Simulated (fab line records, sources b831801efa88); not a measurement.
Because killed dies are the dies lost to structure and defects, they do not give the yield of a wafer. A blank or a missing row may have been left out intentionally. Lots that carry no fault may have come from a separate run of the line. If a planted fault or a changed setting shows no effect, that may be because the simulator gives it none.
fab line records -- flow sky130
[record] lots = 14, wafers = 42, last_day = 50
route steps=708 shown CAPM@537 PAD_OPEN@708
lots that met no fault: from a run of the same line without faults
start_h: start of the lot's first displayed wafer, in hours after the record's first day -- wait_h: how many hours have passed since the lot's step before this one -- " repeats the value in the row above -- L1.1+2: several wafers, shown together as one row -- - value missing, or start not given -- * or withheld: withheld -- < > ~ a bound
route shown NAME@n: names a module that has steps shown in the file, with the first one's number in the route -- usual: mean/standard deviation of fault-free wafers -- same: alike in all rows -- chamber/n: place in a boat -- sites: readings site by site -- _std_site: how widely they spread, as a standard deviation -- _edge_site: outer sites' mean less inner sites' -- radius_mm: how far each site lies from the wafer's centre -- mask NAME#n: copy n -- behind: the last tool/chamber to shape the wafer -- hold: the reason the lot was held/the length of the hold in hours/how it ended -- device: whichever transistor did not switch (one of n, p or np) -- end of line: tests run on the same wafers once the route is complete -- a step given without rows: its recipe and nothing more -- killed: the dies lost at the first sort to structure and to defects; this is not the yield of the wafer -- map: shows each die of a wafer: x if killed, . if not, _ if none is there
set.NAME: the run value of the setting; set.NAME@STEP: its run value at that earlier step -- model.NAME: the simulator's own value behind a step, which no gauge read
one table for each step of the route and one row for each wafer, over a sample of lots
services: a tool's chamber out of use, with start hour (start_h, from the record's first day; less than 0 if before it), hours out, and reason
[[steps]]
[step SKY_CAPM_CVD_00]
[recipe] material = SiO2, target_thk_nm = 15.5, temp_c = 400, time_s = withheld, rf_w = 450
[usual] heater_power_w = 657/110, rf_fwd_power_W = 441.3/2.4
lot.wafer,tool,chamber,start_h,wait_h,heater_power_w,rf_fwd_power_W
L802.3,pecvd-03,2,849.02,0.0,715,440.2
L802.5,pecvd-03,2,849.02,0.0,700,439.8
L802.6,pecvd-03,1,849.02,0.0,504,445.2
L803.1,pecvd-04,2,866.41,0.0,801,438.3
L803.2,pecvd-04,1,866.41,0.0,713,438.0
L803.4,pecvd-04,1,866.41,0.0,716,439.8
L805.3,pecvd-01,2,879.71,0.0,671,442.3
L805.4,pecvd-01,2,879.71,0.0,682,442.1
L805.5,pecvd-01,1,879.71,0.0,462,440.0
L804.1,pecvd-03,0,884.43,0.0,709,443.0
L804.2,pecvd-03,1,884.43,0.0,535,446.5
L804.5,pecvd-03,0,884.43,0.0,672,442.6
L806.2,pecvd-01,2,892.48,0.0,709,443.6
L806.3,pecvd-01,0,892.48,0.0,539,442.6
L806.5,pecvd-01,0,892.48,0.0,538,443.8
L810.4,pecvd-03,1,915.67,0.0,527,444.4
L810.5,pecvd-03,0,915.67,0.0,789,440.2
L810.6,pecvd-03,2,915.67,0.0,829,439.5
L812.1,pecvd-03,2,935.31,0.0,777,512.5
L812.3,pecvd-03,1,935.31,0.0,498,514.6
L812.6,pecvd-03,1,935.31,0.0,508,514.8
L813.3,pecvd-03,0,962.26,0.0,719,514.2
L813.4,pecvd-03,2,962.26,0.0,767,509.1
L813.5,pecvd-03,1,962.26,0.0,477,515.9
L815.1,pecvd-01,2,965.38,0.0,637,443.0
L815.2,pecvd-01,1,965.38,0.0,569,438.8
L815.3,pecvd-01,0,965.38,0.0,534,440.7
L818.1,pecvd-01,2,967.96,0.0,727,440.0
L818.3,pecvd-01,1,967.96,0.0,441,439.3
L818.5,pecvd-01,1,967.96,0.0,442,441.2
L819.3,pecvd-01,1,973.21,0.0,497,439.2
L819.4,pecvd-01,1,973.21,0.0,490,439.0
L819.5,pecvd-01,2,973.21,0.0,720,445.2
L820.3,pecvd-04,1,985.76,0.0,714,439.6
L820.4,pecvd-04,2,985.76,0.0,789,439.4
L820.5,pecvd-04,1,985.76,0.0,706,438.2
L823.1,pecvd-04,2,998.55,0.0,744,439.1
L823.4,pecvd-04,2,998.55,0.0,750,439.4
L823.6,pecvd-04,0,998.55,0.0,582,444.2
L824.2,pecvd-01,1,1010.12,0.0,502,441.5
L824.4,pecvd-01,1,1010.12,0.0,512,441.0
L824.5,pecvd-01,0,1010.12,0.0,569,445.4
[step SKY_CAPM_THK_MEAS_01]
[recipe] reads = SiO2_of_CAPM_CVD_00
[usual] CAPM_CVD_00_THK = 15.41/0.26
lot.wafer,tool,chamber,start_h,wait_h,hold,CAPM_CVD_00_THK[nm]
L802.3,film_metro-04,-,849.07,-,-,15.34
L802.5,film_metro-04,-,849.07,-,-,15.68
L802.6,film_metro-04,-,849.07,-,-,15.83
L803.1,film_metro-04,-,866.43,-,-,15.66
L803.2,film_metro-04,-,866.43,-,-,15.42
L803.4,film_metro-04,-,866.43,-,-,15.74
L805.3,film_metro-03,-,879.75,-,-,14.71
L805.4,film_metro-03,-,879.75,-,-,15.18
L805.5,film_metro-03,-,879.75,-,-,15.29
L804.1,film_metro-03,-,884.46,-,-,15.82
L804.2,film_metro-03,-,884.46,-,-,15.54
L804.5,film_metro-03,-,884.46,-,-,15.78
L806.2,film_metro-03,-,892.51,-,-,15.18
L806.3,film_metro-03,-,892.51,-,-,15.38
L806.5,film_metro-03,-,892.51,-,-,15.40
L810.4,film_metro-01,-,915.72,-,-,15.69
L810.5,film_metro-01,-,915.72,-,-,15.59
L810.6,film_metro-01,-,915.72,-,-,15.52
L812.1,film_metro-03,-,935.33,-,await_dispo/0.2h/release,16.03
L812.3,film_metro-03,-,935.33,-,await_dispo/0.2h/release,15.96
L812.6,film_metro-03,-,935.33,-,await_dispo/0.2h/release,16.20
L812.1,film_metro-03,-,935.56,0.2,-,16.07
L812.3,film_metro-03,-,935.56,0.2,-,15.95
L812.6,film_metro-03,-,935.56,0.2,-,16.29
L813.3,film_metro-04,-,962.30,-,-,15.89
L813.4,film_metro-04,-,962.30,-,-,16.08
L813.5,film_metro-04,-,962.30,-,-,16.40
L815.1,film_metro-04,-,965.41,-,-,15.36
L815.2,film_metro-04,-,965.41,-,-,15.41
L815.3,film_metro-04,-,965.41,-,-,15.13
L818.1,film_metro-03,-,967.98,-,-,14.80
L818.3,film_metro-03,-,967.98,-,-,15.18
L818.5,film_metro-03,-,967.98,-,-,15.32
L819.3,film_metro-04,-,973.25,-,-,15.22
L819.4,film_metro-04,-,973.25,-,-,15.38
L819.5,film_metro-04,-,973.25,-,-,15.08
L820.3,film_metro-04,-,985.80,-,-,15.28
L820.4,film_metro-04,-,985.80,-,-,15.53
L820.5,film_metro-04,-,985.80,-,-,15.39
L823.1,film_metro-04,-,998.57,-,-,15.23
L823.4,film_metro-04,-,998.57,-,-,15.26
L823.6,film_metro-04,-,998.57,-,-,15.51
L824.2,film_metro-03,-,1010.15,-,-,15.00
L824.4,film_metro-03,-,1010.15,-,-,15.29
L824.5,film_metro-03,-,1010.15,-,-,15.13
[step SKY_PAD_OPEN_PROBE_99]
[usual] defect_limited_yield = 82.8/1.9, killed_at_M0_to_M3 = 43/7.3, killed_at_M4_up = 3.6/1.9, killed_at_contacts = 23/5.3, killed_at_front_end = 15/4.5, killed_at_other = 0.3/0.72, killed_dies = 85/9.4, killed_open = 46/6.7, killed_short = 38/6.8, sort_bin_3_pad_short = 0.8/0.36, sort_bin_5_function = 10.1/1.3, sort_bin_6_memory = 6.3/1.2, sort_n_pass = 407/9.4, sort_yield_pct = 82.8/1.9
[same] gross_dies = 492, killed_at_back_side = 0, sort_bin_4_leakage[%] = 0, sort_bin_8_speed[%] = 0
lot.wafer,tool,chamber,start_h,wait_h,defect_limited_yield[%],killed_at_M0_to_M3,killed_at_M4_up,killed_at_contacts,killed_at_front_end,killed_at_other,killed_dies,killed_open,killed_short,sort_bin_3_pad_short[%],sort_bin_5_function[%],sort_bin_6_memory[%],sort_n_pass,sort_yield_pct[%]
L815.1,prober-02,-,1168.37,0.1,82.5,52,5,13,16,0,86,47,39,0.8,10.0,6.7,406,82.5
L815.2,prober-02,-,1168.42,0.1,82.3,37,1,24,23,2,87,43,44,1.4,10.8,5.5,405,82.3
L815.3,prober-02,-,1168.47,0.2,84.8,39,3,13,20,0,75,47,28,1.2,10.2,3.9,417,84.8
// killed by level:class
L815.1 VIA2:geometric_particle:open=10 VIA1:geometric_particle:open=10 VIA1:geometric_particle:short=8 METAL2:geometric_particle:short=7 CONTACT:geometric_particle:open=6 FIELD_ISO:geometric_particle:short=5 FIELD_ISO:geometric_particle:open=4 POLY_GATE:geometric_particle:open=4
L815.2 CONTACT:geometric_particle:open=10 VIA1:geometric_particle:open=9 FIELD_ISO:geometric_particle:short=7 FIELD_ISO:geometric_particle:open=6 POLY_GATE:geometric_particle:short=6 LI_CONTACT:geometric_particle:open=5 VIA2:geometric_particle:open=5 METAL1:geometric_particle:short=4
L815.3 POLY_GATE:geometric_particle:open=9 VIA3:geometric_particle:open=9 VIA1:geometric_particle:open=7 FIELD_ISO:geometric_particle:open=5 LI_CONTACT:geometric_particle:open=5 CONTACT:geometric_particle:open=5 VIA2:geometric_particle:open=5 FIELD_ISO:geometric_particle:short=4
[[services]]
tool,chamber,start_h,hours,kind
pecvd-01,0,828.04,2.1,scheduled_down
pecvd-03,0,832.67,12.5,repair
pecvd-01,1,837.09,2.1,scheduled_down
pecvd-01,1,839.22,-,clean
pecvd-01,1,839.22,-,consumable_replace:showerhead
pecvd-01,1,839.22,29.0,scheduled_down
pecvd-01,1,839.22,29.0,vent_cycle
pecvd-03,-,860.01,2.8,pm
pecvd-03,-,874.21,0.3,repair
pecvd-04,0,875.45,21.3,repair
pecvd-04,2,880.25,5.5,scheduled_down
pecvd-01,2,885.20,2.1,scheduled_down
pecvd-03,1,893.05,2.1,scheduled_down
pecvd-03,0,924.74,10.2,scheduled_down
pecvd-04,-,949.86,8.2,repair
pecvd-03,1,999.38,-,clean
pecvd-03,1,999.38,-,consumable_replace:showerhead
pecvd-03,1,999.38,29.0,scheduled_down
pecvd-03,1,999.38,29.0,vent_cycle
[[key]]
[first_sign] step = SKY_CAPM_CVD_00, reading = rf_fwd_power_W, direction = up, sigmas = 30, usual = 441.3, struck = 513.5
[effect] step = SKY_CAPM_THK_MEAS_01, reading = visit, direction = added
met_at SKY_CAPM_CVD_00
struck_lots L812,L813
onset_between 915.67 935.31
[fault] kind = process_parameter_drift, tool = pecvd-03, chamber = -, onset_h = 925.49, steps = SKY_CAPM_CVD_00, channel = rf_w, offset = 72, shape = step, end_h = 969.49, acts_in = these_recipes_only, stated = 450
